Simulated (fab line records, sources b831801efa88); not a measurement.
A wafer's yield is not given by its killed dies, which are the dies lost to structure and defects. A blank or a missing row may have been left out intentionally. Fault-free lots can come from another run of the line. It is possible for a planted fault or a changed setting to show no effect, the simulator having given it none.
8D (eight disciplines) problem report, filled in by code | flow sky130 | the parts of the form that need people (team, actions taken, sign-off) are left out

## 1. PROBLEM STATEMENT
At SKY_LDD_LDN_IMPLANT_10, dose ions cm2 averages 8.5522e+12 over 6 wafers from 2 lots, while fault-free wafers read 1.2501e+13, standard deviation 1.4e+10. That is -99 or more standard deviations from the usual mean.
First seen on wafer L704.3, day 26 08:06, on implanter-04. The record holds 18 wafers of 6 lots with a number at this step. The rule behind "out" and "out of limits": a value lying over 4 standard deviations away from the usual mean. The rest of the wafers with a number are treated as sound.

## 2. WHAT THIS IS AND IS NOT
question                    | is                                | is not
which readings at this step | dose ions cm2, faraday current uA | rotation deg
which lots                  | L704, L706                        | L697, L703, L708, L712
which wafers of those lots  | all that have a number            | -
read on which tools         | implanter-04                      | implanter-01, implanter-03
when                        | from day 26 08:06                 | up to then (6 sound wafers); but 6 sound wafers of L708, L712 came after

## 3. WHAT RULES OUT EACH SUSPECT
Counting: a tool at any process step up to the reading remains a suspect when it ran all the lots that are out and ran no sound lot after the first of those.
- plasma asher-03 at SKY_LDD_HVP_STRIP_09 (strips in O2/N2): kept. It ran every lot that is out, first L704 (day 25 02:47), and no sound lot after that.
- implanter-04 at SKY_LDD_LDN_IMPLANT_10: ruled out as a lasting fault. Sound lots L712 ran on it after its first lot that is out, L704 (day 26 08:06).
Left after counting: plasma asher-03 at SKY_LDD_HVP_STRIP_09.

## 4. THE CAUSE (what the simulator had put in)
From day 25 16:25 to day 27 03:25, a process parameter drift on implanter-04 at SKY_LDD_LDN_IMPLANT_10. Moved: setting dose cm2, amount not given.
Counting ruled it out, wrongly.

## 5. THE EFFECT CHAIN, in route order
One row per reading whose mean, taken over the struck wafers that have a number, lies over 3 standard deviations from the usual. Only readings whose record carries a usual standard deviation are examined. hours: median over the lots of the time between each lot's start at the first step of this table that gives one and its start at this step. sigmas: the change, counted in usual standard deviations.
hours | step                   | reading            | usual      | on struck wafers | change      | sigmas
0     | SKY_LDD_LDN_IMPLANT_10 | dose ions cm2      | 1.2501e+13 | 8.5522e+12       | -3.9488e+12 | -99 or more
0     | SKY_LDD_LDN_IMPLANT_10 | faraday current uA | 70.4       | 47.9             | -22.6       | -15
Its process steps:
- SKY_LDD_LDN_IMPLANT_10

## 6. HOW IT WOULD HAVE BEEN CAUGHT EARLIER
In this record the first reading out of limits was taken at day 26 08:06, 16 hours after the fault began at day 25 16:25.
